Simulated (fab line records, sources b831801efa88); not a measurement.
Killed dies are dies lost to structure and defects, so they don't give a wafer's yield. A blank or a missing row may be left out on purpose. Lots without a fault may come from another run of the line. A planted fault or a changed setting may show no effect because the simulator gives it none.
fab line records | flow sky130
record lots=24 wafers=72 last_day=51
route steps=708 shown METAL1@449 VIA1@472 METAL2@500 CAPM@538
lots that met no fault: from a run of the same line without faults
start_h: hours from the record's first day to the start of the lot's first wafer shown | wait_h: hours since the lot's step before | " the same as in the row above | L1.1+2: a row that stands for several wafers | - no value, or no start given | * or withheld: withheld | < > ~ a bound
route shown NAME@n: a module of which the file shows steps, and the number in the route of the first | usual: mean/standard deviation of fault-free wafers | same: alike in all rows | chamber/n: place in a boat | sites: the reading at each site | _std_site: their standard deviation | _edge_site: outer sites' mean less inner sites' | radius_mm: how far each site lies from the wafer's centre | mask NAME#n: copy n | behind: the tool/chamber that last shaped the wafer | hold: why the lot was held/for how many hours/how that ended | device: the transistor (n, p or np) that didn't switch | end of line: the same wafers' tests at the end of the route | a step without rows: its recipe alone | killed: dies lost to structure and defects at the first sort, not the wafer's yield | map: a wafer's dies, x killed, . not, _ none there
set.NAME: the setting as run; set.NAME@STEP: as run at that earlier step | model.NAME: the simulator's own value behind a step, which no gauge read
steps of the route over a sample of lots; a table a step, a row a wafer
services: from which hour (start_h, from the record's first day; less than 0 if before it) a tool's chamber was out of use, for how many hours, and why
## steps
# step SKY_METAL1_CD_MEAS_15
# recipe target_cd_nm=140
# usual cd_nm=140.0/1.4
# columns lot.wafer tool chamber start_h wait_h cd_nm
L074.2 cd_sem-01 - 782.87 - 142.0
L074.4 " - " " 142.5
L074.5 " - " " 141.2
L075.1 cd_sem-01 - 793.82 - 141.1
L075.3 " - " " 141.7
L075.4 " - " " 142.3
L076.1 cd_sem-01 - 797.37 - 138.7
L076.4 " - " " 137.1
L076.6 " - " " 136.6
L077.1 cd_sem-01 - 810.75 - 141.6
L077.2 " - " " 141.5
L077.6 " - " " 140.6
L078.1 cd_sem-01 - 819.47 - 141.1
L078.4 " - " " 141.4
L078.6 " - " " 141.6
L079.4 cd_sem-01 - 819.73 - 138.4
L079.5 " - " " 140.1
L079.6 " - " " 138.4
L080.3 cd_sem-02 - 826.39 - 140.3
L080.5 " - " " 140.8
L080.6 " - " " 141.9
L081.3 cd_sem-01 - 842.71 - 138.5
L081.4 " - " " 141.3
L081.6 " - " " 140.2
L082.1 cd_sem-02 - 848.22 - 140.6
L082.2 " - " " 141.9
L082.3 " - " " 140.9
L083.2 cd_sem-01 - 857.04 - 139.6
L083.3 " - " " 141.8
L083.4 " - " " 142.0
L084.2 cd_sem-02 - 861.52 - 140.5
L084.3 " - " " 140.4
L084.6 " - " " 139.7
L085.1 cd_sem-02 - 871.37 - 140.3
L085.2 " - " " 141.2
L085.3 " - " " 138.7
L086.2 cd_sem-02 - 872.57 - 140.7
L086.4 " - " " 137.5
L086.6 " - " " 138.1
L087.1 cd_sem-01 - 881.62 - 140.4
L087.2 " - " " 139.7
L087.5 " - " " 140.7
L088.3 cd_sem-02 - 892.64 - 139.7
L088.5 " - " " 141.0
L088.6 " - " " 140.6
L089.2 cd_sem-01 - 898.77 - 140.5
L089.3 " - " " 142.0
L089.6 " - " " 141.8
L090.2 cd_sem-01 - 912.99 - 140.2
L090.4 " - " " 140.8
L090.5 " - " " 140.3
L091.1 cd_sem-02 - 916.80 - 137.8
L091.2 " - " " 139.4
L091.5 " - " " 140.6
L092.3 cd_sem-02 - 918.14 - 137.9
L092.4 " - " " 139.6
L092.5 " - " " 137.2
L093.1 cd_sem-01 - 923.87 - 139.9
L093.3 " - " " 140.6
L093.6 " - " " 139.8
L094.1 cd_sem-02 - 933.07 - 138.7
L094.2 " - " " 137.8
L094.3 " - " " 140.3
L095.1 cd_sem-01 - 942.00 - 138.4
L095.4 " - " " 137.8
L095.6 " - " " 138.7
L096.3 cd_sem-02 - 943.56 - 140.8
L096.5 " - " " 141.8
L096.6 " - " " 140.0
L097.2 cd_sem-02 - 947.04 - 141.2
L097.3 " - " " 139.6
L097.6 " - " " 139.6
# step SKY_METAL1_DESCUM_17
# recipe chemistry=O2 source_power_w=150 bias_power_w=0 pressure_mtorr=10 temp_c=40 time_s=8
# usual drypump_motor_current_A=5.5/0.57 oes_product_au=1.000/0.0083 rf_fwd_power_W=147.0/0.76
# same bias_power_w=0
# columns lot.wafer tool chamber start_h wait_h drypump_motor_current_A oes_product_au rf_fwd_power_W rf_hours_counter_h
L074.2 rie_metal-02 1 783.00 0.0 5.1 1.004 147.9 15
L074.4 " 0 " " 5.7 0.992 146.4 -
L074.5 " 1 " " 5.1 0.998 148.1 -
L075.1 rie_metal-03 0 793.97 0.0 4.8 1.001 147.2 10
L075.3 " 1 " " 5.6 0.989 146.8 -
L075.4 " 0 " " 4.8 1.002 146.9 -
L076.1 rie_metal-04 1 797.52 0.0 6.4 1.009 146.8 2
L076.4 " 1 " " 6.5 1.006 146.6 -
L076.6 " 0 " " 5.0 1.003 146.5 -
L077.1 rie_metal-04 0 810.90 0.0 5.0 0.992 146.7 13
L077.2 " 1 " " 6.5 0.998 146.2 3
L077.6 " 0 " " 5.0 0.985 146.1 -
L078.1 rie_metal-03 0 819.62 0.0 4.8 1.013 147.1 11
L078.4 " 0 " " 4.8 1.012 147.5 -
L078.6 " 1 " " 5.6 1.003 146.7 -
L079.4 rie_metal-04 1 819.83 0.0 6.4 0.995 147.2 -
L079.5 " 0 " " 5.0 0.989 146.4 -
L079.6 " 1 " " 6.5 1.001 146.8 -
L080.3 rie_metal-03 0 826.52 0.0 4.8 1.012 146.9 -
L080.5 " 0 " " 4.8 1.010 147.1 -
L080.6 " 0 " " 4.8 1.020 147.0 -
L081.3 rie_metal-02 1 842.83 0.0 5.1 1.011 147.1 -
L081.4 " 0 " " 5.8 0.999 146.6 -
L081.6 " 0 " " 5.7 1.010 146.8 -
L082.1 rie_metal-02 1 848.37 0.0 5.1 1.004 147.8 0
L082.2 " 0 " " 5.8 0.995 145.5 5
L082.3 " 1 " " 5.1 1.001 147.8 -
L083.2 rie_metal-02 0 857.17 0.0 5.8 0.994 146.3 5
L083.3 " 0 " " 5.7 1.004 146.2 -
L083.4 " 1 " " 5.1 0.998 147.7 -
L084.2 rie_metal-04 0 861.65 0.0 5.0 0.998 146.7 15
L084.3 " 1 " " 6.5 1.002 146.9 -
L084.6 " 1 " " 6.4 0.998 146.7 -
L085.1 rie_metal-04 0 871.52 0.0 5.0 1.003 146.5 15
L085.2 " 1 " " 6.4 1.008 146.1 6
L085.3 " 0 " " 5.0 1.005 146.5 -
L086.2 rie_metal-02 1 872.70 0.0 5.1 0.992 147.7 1
L086.4 " 0 " " 5.8 0.985 146.4 -
L086.6 " 0 " " 5.7 0.982 147.1 -
L087.1 rie_metal-03 1 881.77 0.0 5.6 1.017 147.4 2
L087.2 " 1 " " 5.6 1.019 146.9 -
L087.5 " 1 " " 5.6 1.004 146.2 -
L088.3 rie_metal-02 1 892.76 0.0 5.1 0.997 148.4 -
L088.5 " 0 " " 5.8 0.983 146.1 -
L088.6 " 1 " " 5.1 0.993 148.7 -
L089.2 rie_metal-02 0 898.90 0.0 5.7 0.991 145.9 7
L089.3 " 1 " " 5.1 0.995 147.2 -
L089.6 " 0 " " 5.8 0.994 145.9 -
L090.2 rie_metal-04 1 913.13 0.0 6.5 1.002 147.2 -
L090.4 " 1 " " 6.4 1.001 147.1 -
L090.5 " 1 " " 6.5 1.010 147.5 -
L091.1 rie_metal-04 1 916.95 0.0 6.5 0.993 146.5 8
L091.2 " 0 " " 5.0 0.983 145.9 0
L091.5 " 1 " " 6.5 0.997 147.1 -
L092.3 rie_metal-02 0 918.26 0.0 5.7 0.992 146.4 -
L092.4 " 1 " " 5.1 0.990 148.3 -
L092.5 " 0 " " 5.8 0.998 146.0 -
L093.1 rie_metal-04 0 924.02 0.0 5.0 0.993 146.2 0
L093.3 " 1 " " 6.4 1.009 147.4 -
L093.6 " 1 " " 6.4 1.009 148.0 -
L094.1 rie_metal-02 1 933.22 0.0 5.1 1.001 148.5 4
L094.2 " 0 " " 5.8 1.001 145.7 8
L094.3 " 0 " " 5.8 1.003 146.3 -
L095.1 rie_metal-03 0 942.15 0.0 4.8 1.003 147.8 16
L095.4 " 1 " " 5.6 1.015 147.2 -
L095.6 " 1 " " 5.6 1.016 147.1 -
L096.3 rie_metal-04 0 943.68 0.0 5.0 0.998 146.7 -
L096.5 " 1 " " 6.5 1.003 146.9 -
L096.6 " 0 " " 5.0 0.982 146.9 -
L097.2 rie_metal-02 1 947.17 0.0 5.1 1.007 148.5 5
L097.3 " 0 " " 5.7 1.006 146.6 -
L097.6 " 1 " " 5.1 1.001 148.9 -
# step SKY_METAL1_STRIP_20
# recipe chemistry=O2/N2 power_w=1400 pressure_mtorr=1500 platen_temp_c=withheld o2_flow_sccm=3000 n2_flow_sccm=300 overash_fraction=0.5
# usual drypump_motor_current_A=5.5/0.32 oes_product_au=0.343/0.005 strip_time_to_endpoint_s=2.70/0.035
# columns lot.wafer tool chamber start_h wait_h drypump_motor_current_A oes_product_au rf_hours_counter_h strip_time_to_endpoint_s
L074.2 plasma_asher-02 1 783.19 0.1 6.1 0.341 100 2.70
L074.4 " 1 " " 6.1 0.346 - 2.69
L074.5 " 1 " " 6.1 0.352 - 2.67
L075.1 plasma_asher-01 0 794.16 0.1 5.2 0.339 35 2.65
L075.3 " 1 " " 5.8 0.341 - 2.70
L075.4 " 0 " " 5.2 0.345 - 2.66
L076.1 plasma_asher-02 1 797.71 0.1 6.1 0.345 101 2.69
L076.4 " 1 " " 6.1 0.337 - 2.69
L076.6 " 0 " " 5.6 0.345 - 2.72
L077.1 plasma_asher-03 0 811.09 0.1 5.3 0.341 66 2.69
L077.2 " 1 " " 5.2 0.338 66 2.65
L077.6 " 1 " " 5.2 0.345 - 2.70
L078.1 plasma_asher-01 1 819.81 0.1 5.8 0.333 38 2.67
L078.4 " 0 " " 5.2 0.344 - 2.66
L078.6 " 0 " " 5.2 0.345 - 2.69
L079.4 plasma_asher-02 0 820.04 0.1 5.6 0.346 - 2.71
L079.5 " 1 " " 6.1 0.351 - 2.75
L079.6 " 0 " " 5.6 0.347 - 2.70
L080.3 plasma_asher-03 1 826.91 0.1 5.2 0.343 - 2.66
L080.5 " 0 " " 5.3 0.343 - 2.67
L080.6 " 1 " " 5.2 0.336 - 2.64
L081.3 plasma_asher-03 0 843.04 0.1 5.3 0.343 - 2.70
L081.4 " 1 " " 5.2 0.347 - 2.71
L081.6 " 1 " " 5.2 0.340 - 2.73
L082.1 plasma_asher-02 1 848.56 0.1 6.1 0.341 107 2.70
L082.2 " 0 " " 5.6 0.347 107 2.73
L082.3 " 0 " " 5.6 0.349 - 2.71
L083.2 plasma_asher-03 1 857.36 0.1 5.2 0.346 71 2.71
L083.3 " 1 " " 5.2 0.349 - 2.70
L083.4 " 0 " " 5.3 0.344 - 2.70
L084.2 plasma_asher-02 0 861.90 0.1 5.6 0.352 108 2.75
L084.3 " 0 " " 5.6 0.340 - 2.68
L084.6 " 1 " " 6.1 0.347 - 2.70
L085.1 plasma_asher-02 0 871.71 0.1 5.6 0.342 109 2.69
L085.2 " 1 " " 6.1 0.339 109 2.70
L085.3 " 0 " " 5.6 0.345 - 2.73
L086.2 plasma_asher-01 0 872.89 0.1 5.2 0.342 41 2.65
L086.4 " 1 " " 5.7 0.343 - 2.71
L086.6 " 1 " " 5.8 0.347 - 2.66
L087.1 plasma_asher-03 1 882.14 0.1 5.2 0.337 74 2.61
L087.2 " 0 " " 5.3 0.338 74 2.63
L087.5 " 1 " " 5.2 0.334 - 2.61
L088.3 plasma_asher-02 1 892.97 0.1 6.1 0.354 - 2.76
L088.5 " 1 " " 6.0 0.349 - 2.71
L088.6 " 0 " " 5.6 0.346 - 2.68
L089.2 plasma_asher-02 0 899.09 0.1 5.6 0.349 112 2.69
L089.3 " 0 " " 5.6 0.344 - 2.71
L089.6 " 0 " " 5.6 0.345 - 2.70
L090.2 plasma_asher-03 1 913.49 0.1 5.2 0.339 77 2.68
L090.4 " 1 " " 5.2 0.340 - 2.66
L090.5 " 0 " " 5.3 0.346 - 2.68
L091.1 plasma_asher-01 0 917.14 0.1 5.2 0.347 45 2.72
L091.2 " 1 " " 5.7 0.354 45 2.77
L091.5 " 0 " " 5.2 0.340 - 2.71
L092.3 plasma_asher-03 0 918.47 0.1 5.3 0.338 - 2.73
L092.4 " 1 " " 5.2 0.338 - 2.67
L092.5 " 1 " " 5.2 0.342 - 2.69
L093.1 plasma_asher-03 1 924.21 0.1 5.2 0.343 78 2.71
L093.3 " 1 " " 5.2 0.337 - 2.65
L093.6 " 0 " " 5.3 0.342 - 2.64
L094.1 plasma_asher-03 0 933.41 0.1 5.3 0.345 79 2.73
L094.2 " 1 " " 5.2 0.351 79 2.77
L094.3 " 0 " " 5.3 0.347 - 2.73
L095.1 plasma_asher-02 0 942.34 0.1 5.6 0.338 116 2.68
L095.4 " 1 " " 6.1 0.352 - 2.72
L095.6 " 0 " " 5.7 0.338 - 2.68
L096.3 plasma_asher-01 1 943.89 0.1 5.8 0.340 - 2.76
L096.5 " 1 " " 5.7 0.339 - 2.71
L096.6 " 0 " " 5.2 0.348 - 2.73
L097.2 plasma_asher-03 0 947.36 0.1 5.3 0.337 80 2.69
L097.3 " 1 " " 5.2 0.346 - 2.69
L097.6 " 1 " " 5.2 0.342 - 2.70
# step SKY_VIA1_ETCH_14
# recipe chemistry=N2/H2 target=BARC ion_energy_ev=200 source_w=500 bias_w=100 pressure_mtorr=30 n2_flow_sccm=100 h2_flow_sccm=200 stop_on=SiO2 time_s=45.9 target_depth_a=600
# usual drypump_motor_current_A=5.6/0.47 oes_product_au=0.855/0.0051 rf_fwd_power_W=494.6/2.1 throttle_valve_pct=13.225/0.0089
# columns lot.wafer tool chamber start_h wait_h drypump_motor_current_A oes_product_au rf_fwd_power_W rf_hours_counter_h throttle_valve_pct
L074.2 rie_diel-01 3 812.05 0.0 5.2 0.862 497.4 14 13.226
L074.4 " 2 " " 4.8 0.852 495.4 2 13.204
L074.5 " 0 " " 5.9 0.862 494.9 - 13.231
L075.1 rie_diel-02 0 822.52 0.0 5.6 0.852 496.3 18 13.227
L075.3 " 2 " " 5.7 0.852 497.8 7 13.221
L075.4 " 1 " " 5.3 0.859 495.4 15 13.230
L076.1 rie_diel-02 0 826.01 0.0 5.5 0.859 493.7 18 13.209
L076.4 " 2 " " 5.7 0.862 496.1 7 13.206
L076.6 " 0 " " 5.6 0.856 496.8 - 13.223
L077.1 rie_diel-02 1 839.37 0.0 5.3 0.857 492.9 15 13.236
L077.2 " 2 " " 5.8 0.856 498.5 7 13.230
L077.6 " 0 " " 5.6 0.844 496.7 - 13.217
L078.1 rie_diel-02 0 847.56 0.0 5.6 0.859 492.7 19 13.221
L078.4 " 3 " " 5.9 0.857 499.9 2 13.226
L078.6 " 1 " " 5.3 0.853 494.8 - 13.222
L079.4 rie_diel-01 3 848.51 0.0 5.3 0.854 496.7 15 13.220
L079.5 " 1 " " 6.6 0.854 491.4 - 13.231
L079.6 " 0 " " 5.9 0.847 494.6 - 13.228
L080.3 rie_diel-01 3 855.07 0.0 5.3 0.861 498.7 15 13.234
L080.5 " 1 " " 6.6 0.856 494.0 - 13.214
L080.6 " 2 " " 4.8 0.855 494.8 - 13.222
L081.3 rie_diel-01 0 870.77 0.0 5.9 0.852 491.5 13 13.238
L081.4 " 2 " " 4.8 0.853 493.8 4 13.220
L081.6 " 2 " " 4.8 0.847 493.9 - 13.226
L082.1 rie_diel-03 0 875.91 0.0 5.2 0.861 496.8 15 13.237
L082.2 " 3 " " 5.4 0.862 491.5 13 13.227
L082.3 " 1 " " 5.8 0.853 493.9 0 13.224
L083.2 rie_diel-03 3 885.16 0.0 5.4 0.848 490.1 13 13.219
L083.3 " 0 " " 5.2 0.855 493.6 16 13.238
L083.4 " 0 " " 5.2 0.861 495.0 - 13.222
L084.2 rie_diel-01 0 889.85 0.0 5.9 0.862 491.2 14 13.221
L084.3 " 2 " " 4.8 0.857 495.7 - 13.223
L084.6 " 2 " " 4.8 0.854 494.6 - 13.235
L085.1 rie_diel-03 2 899.61 0.0 6.1 0.860 497.3 0 13.221
L085.2 " 0 " " 5.2 0.865 495.7 16 13.221
L085.3 " 1 " " 5.8 0.852 494.5 1 13.216
L086.2 rie_diel-02 1 901.22 0.0 5.3 0.856 491.2 17 13.236
L086.4 " 3 " " 5.9 0.848 497.0 4 13.219
L086.6 " 2 " " 5.7 0.849 497.3 - 13.226
L087.1 rie_diel-01 3 908.56 0.0 5.3 0.845 494.6 16 13.234
L087.2 " 2 " " 4.8 0.853 494.0 6 13.234
L087.5 " 3 " " 5.2 0.855 493.3 - 13.223
L088.3 rie_diel-03 1 921.45 0.0 5.8 0.851 493.9 1 13.220
L088.5 " 3 " " 5.4 0.857 493.6 - 13.230
L088.6 " 2 " " 6.1 0.855 494.3 - 13.230
L089.2 rie_diel-03 3 926.87 0.0 5.4 0.858 493.8 14 13.214
L089.3 " 1 " " 5.8 0.851 495.9 1 13.222
L089.6 " 0 " " 5.3 0.859 494.4 - 13.222
L090.2 rie_diel-03 1 940.90 0.0 5.8 0.856 494.6 2 13.215
L090.4 " 2 " " 6.1 0.853 494.6 1 13.213
L090.5 " 0 " " 5.2 0.856 495.2 - 13.215
L091.1 rie_diel-01 1 944.32 0.0 6.6 0.851 492.8 9 13.225
L091.2 " 0 " " 5.9 0.854 494.5 16 13.234
L091.5 " 1 " " 6.5 0.854 493.8 - 13.225
L092.3 rie_diel-03 0 944.67 0.0 5.2 0.844 493.0 18 13.227
L092.4 " 3 " " 5.4 0.852 494.1 15 13.222
L092.5 " 1 " " 5.8 0.858 497.2 - 13.229
L093.1 rie_diel-01 1 950.62 0.0 6.6 0.857 492.8 9 13.210
L093.3 " 3 " " 5.2 0.852 498.7 18 13.224
L093.6 " 1 " " 6.6 0.858 493.6 - 13.227
L094.1 rie_diel-03 1 959.32 0.0 5.8 0.853 493.3 2 13.229
L094.2 " 0 " " 5.2 0.862 491.6 18 13.243
L094.3 " 3 " " 5.4 0.864 493.0 15 13.213
L095.1 rie_diel-01 3 968.12 0.0 5.2 0.853 494.7 19 13.226
L095.4 " 1 " " 6.6 0.850 496.9 10 13.214
L095.6 " 0 " " 5.9 0.851 494.8 - 13.218
L096.3 rie_diel-03 2 969.81 0.0 6.1 0.853 495.9 2 13.215
L096.5 " 0 " " 5.2 0.861 495.5 - 13.229
L096.6 " 2 " " 6.1 0.862 493.4 - 13.239
L097.2 rie_diel-02 1 972.96 0.0 5.3 0.859 491.5 19 13.227
L097.3 " 0 " " 5.5 0.861 490.9 23 13.229
L097.6 " 0 " " 5.6 0.862 492.0 - 13.230
# step SKY_METAL2_DESCUM_17
# recipe chemistry=O2 source_power_w=150 bias_power_w=0 pressure_mtorr=10 temp_c=40 time_s=8
# usual drypump_motor_current_A=5.8/0.63 oes_product_au=1.000/0.0077 rf_fwd_power_W=147.3/0.96
# same bias_power_w=0
# columns lot.wafer tool chamber start_h wait_h drypump_motor_current_A oes_product_au rf_fwd_power_W rf_hours_counter_h
L074.2 rie_metal-03 0 840.63 0.0 4.8 1.007 148.3 -
L074.4 " 0 " " 4.8 1.013 147.7 -
L074.5 " 0 " " 4.8 1.010 147.2 -
L075.1 rie_metal-01 1 852.02 0.0 6.1 0.997 146.5 4
L075.3 " 0 " " 6.6 0.987 148.1 -
L075.4 " 1 " " 6.1 0.995 146.8 -
L076.1 rie_metal-03 0 854.22 0.0 4.8 1.006 147.7 13
L076.4 " 1 " " 5.6 1.013 147.4 -
L076.6 " 1 " " 5.6 1.009 146.9 -
L077.1 rie_metal-01 0 866.96 0.0 6.7 1.009 148.8 7
L077.2 " 1 " " 6.1 1.005 146.7 5
L077.6 " 0 " " 6.7 1.005 148.9 -
L078.1 rie_metal-02 1 875.32 0.0 5.1 1.004 148.1 2
L078.4 " 1 " " 5.1 1.010 147.8 -
L078.6 " 1 " " 5.1 1.001 148.3 -
L079.4 rie_metal-03 1 876.29 0.0 5.6 1.009 147.3 -
L079.5 " 1 " " 5.6 1.001 146.6 -
L079.6 " 1 " " 5.6 1.012 147.4 -
L080.3 rie_metal-01 0 882.73 0.0 6.7 0.988 148.1 -
L080.5 " 0 " " 6.7 1.005 148.0 -
L080.6 " 1 " " 6.1 0.983 146.4 -
L081.3 rie_metal-01 1 898.97 0.0 6.1 0.976 145.9 -
L081.4 " 0 " " 6.7 0.998 148.1 -
L081.6 " 0 " " 6.7 0.996 148.2 -
L082.1 rie_metal-02 1 903.97 0.0 5.1 0.994 148.2 3
L082.2 " 1 " " 5.1 0.986 148.1 -
L082.3 " 1 " " 5.1 0.997 147.9 -
L083.2 rie_metal-02 0 913.26 0.0 5.8 1.000 146.2 7
L083.3 " 1 " " 5.1 0.997 148.3 -
L083.4 " 0 " " 5.8 0.992 145.1 -
L084.2 rie_metal-01 1 918.32 0.0 6.1 1.003 145.8 7
L084.3 " 1 " " 6.1 0.991 145.6 -
L084.6 " 0 " " 6.6 1.006 148.3 -
L085.1 rie_metal-02 0 926.52 0.0 5.8 0.999 146.4 8
L085.2 " 1 " " 5.1 1.008 148.7 4
L085.3 " 1 " " 5.1 1.002 148.6 -
L086.2 rie_metal-01 1 928.76 0.0 6.1 0.991 146.6 8
L086.4 " 0 " " 6.7 1.002 147.8 -
L086.6 " 1 " " 6.1 0.992 146.0 -
L087.1 rie_metal-02 1 936.02 0.0 5.1 0.999 148.4 4
L087.2 " 0 " " 5.7 0.993 146.1 8
L087.5 " 1 " " 5.1 0.990 148.4 -
L088.3 rie_metal-02 0 948.18 0.0 5.8 1.002 146.0 -
L088.5 " 1 " " 5.1 0.993 148.7 -
L088.6 " 0 " " 5.7 0.995 146.0 -
L089.2 rie_metal-03 1 953.17 0.0 5.6 1.008 146.2 5
L089.3 " 1 " " 5.6 1.013 146.6 -
L089.6 " 0 " " 4.8 0.997 147.1 -
L090.2 rie_metal-01 0 966.27 0.0 6.7 1.006 148.1 12
L090.4 " 0 " " 6.7 1.006 147.7 -
L090.5 " 0 " " 6.7 1.005 148.2 -
L091.1 rie_metal-02 0 971.26 0.0 5.8 1.009 146.1 10
L091.2 " 1 " " 5.1 1.005 147.5 6
L091.5 " 0 " " 5.8 0.996 146.2 -
L092.3 rie_metal-01 0 971.62 0.0 6.7 1.010 148.9 -
L092.4 " 1 " " 6.2 0.995 146.4 -
L092.5 " 1 " " 6.2 1.001 146.6 -
L093.1 rie_metal-01 1 977.61 0.0 6.1 1.000 146.2 10
L093.3 " 0 " " 6.7 1.004 148.3 -
L093.6 " 0 " " 6.7 0.998 147.8 -
L094.1 rie_metal-02 0 985.36 0.0 5.8 1.003 146.5 11
L094.2 " 1 " " 5.1 0.993 148.5 7
L094.3 " 1 " " 5.1 1.002 149.0 -
L095.1 rie_metal-03 0 993.86 0.0 4.8 1.002 146.6 19
L095.4 " 0 " " 4.8 1.005 148.0 -
L095.6 " 0 " " 4.8 1.001 147.1 -
L096.3 rie_metal-01 1 995.43 0.0 6.1 0.990 146.5 -
L096.5 " 1 " " 6.1 0.981 146.2 -
L096.6 " 0 " " 6.7 1.005 148.5 -
L097.2 rie_metal-01 1 999.36 0.0 6.1 0.994 146.3 11
L097.3 " 1 " " 6.1 0.999 145.7 -
L097.6 " 0 " " 6.7 0.997 148.9 -
# step SKY_CAPM_THK_MEAS_01
# recipe reads=SiO2_of_CAPM_CVD_00
# usual CAPM_CVD_00_THK=15.60/0.24
# columns lot.wafer tool chamber start_h wait_h CAPM_CVD_00_THK[nm]
L074.2 film_metro-03 - 870.63 - 15.68
L074.4 " - " " 16.15
L074.5 " - " " 15.86
L075.1 film_metro-03 - 881.30 - 15.57
L075.3 " - " " 15.40
L075.4 " - " " 15.48
L076.1 film_metro-02 - 883.32 - 15.50
L076.4 " - " " 15.97
L076.6 " - " " 15.57
L077.1 film_metro-03 - 896.99 - 15.40
L077.2 " - " " 15.62
L077.6 " - " " 15.75
L078.1 film_metro-01 - 904.75 - 15.64
L078.4 " - " " 15.93
L078.6 " - " " 15.90
L079.4 film_metro-01 - 907.33 - 16.01
L079.5 " - " " 15.57
L079.6 " - " " 15.81
L080.3 film_metro-01 - 912.12 - 15.76
L080.5 " - " " 15.90
L080.6 " - " " 15.67
L081.3 film_metro-01 - 927.35 - 15.41
L081.4 " - " " 15.77
L081.6 " - " " 15.55
L082.1 film_metro-02 - 933.06 - 15.38
L082.2 " - " " 15.23
L082.3 " - " " 15.03
L083.2 film_metro-01 - 941.25 - 15.02
L083.3 " - " " 15.12
L083.4 " - " " 15.55
L084.2 film_metro-03 - 946.92 - 15.46
L084.3 " - " " 15.61
L084.6 " - " " 16.01
L085.1 film_metro-01 - 953.92 - 15.43
L085.2 " - " " 15.66
L085.3 " - " " 15.64
L086.2 film_metro-02 - 956.33 - 15.54
L086.4 " - " " 15.69
L086.6 " - " " 15.72
L087.1 film_metro-02 - 963.71 - 15.55
L087.2 " - " " 15.50
L087.5 " - " " 15.49
L088.3 film_metro-02 - 976.03 - 15.39
L088.5 " - " " 15.66
L088.6 " - " " 15.65
L089.2 film_metro-03 - 981.97 - 15.76
L089.3 " - " " 15.84
L089.6 " - " " 15.95
L090.2 film_metro-01 - 993.84 - 15.16
L090.4 " - " " 15.72
L090.5 " - " " 15.68
L091.1 film_metro-01 - 998.71 - 15.00
L091.2 " - " " 15.29
L091.5 " - " " 15.22
L092.3 film_metro-03 - 999.63 - 15.23
L092.4 " - " " 15.63
L092.5 " - " " 15.67
L093.1 film_metro-02 - 1005.08 - 15.40
L093.3 " - " " 15.77
L093.6 " - " " 15.62
L094.1 film_metro-01 - 1011.78 - 15.73
L094.2 " - " " 15.54
L094.3 " - " " 15.83
L095.1 film_metro-02 - 1020.30 - 15.43
L095.4 " - " " 15.59
L095.6 " - " " 15.60
L096.3 film_metro-02 - 1021.86 - 15.51
L096.5 " - " " 15.72
L096.6 " - " " 15.57
L097.2 film_metro-01 - 1025.65 - 15.39
L097.3 " - " " 15.44
L097.6 " - " " 15.41
## services
# columns tool chamber start_h hours kind
plasma_asher-03 - 765.50 1.9 repair
plasma_asher-03 - 789.00 0.8 repair
rie_diel-02 1 799.30 3.9 repair
rie_metal-02 - 814.34 14.6 pm
rie_metal-01 - 814.43 1.4 pm
rie_metal-04 - 822.74 0.7 repair
rie_metal-04 0 841.09 5.7 repair
rie_diel-02 - 844.41 1.1 repair
plasma_asher-02 - 864.67 2.8 pm
rie_diel-03 2 866.25 7.1 repair
rie_metal-03 0 875.33 21.9 repair
rie_diel-02 1 884.44 10.2 repair
rie_diel-01 1 885.17 14.6 repair
rie_diel-01 3 887.79 10.2 repair
rie_metal-02 0 902.08 4.8 repair
rie_diel-01 1 904.28 33.7 repair
rie_diel-01 2 908.80 7.6 repair
rie_metal-01 - 948.12 0.8 repair
rie_metal-03 - 964.00 2.8 pm
rie_diel-03 1 967.43 4.4 repair
plasma_asher-03 - 984.82 0.7 repair
rie_diel-03 0 989.05 4.8 repair
rie_diel-03 3 997.09 11.6 repair
plasma_asher-03 - 997.94 0.3 repair
## key
fault none
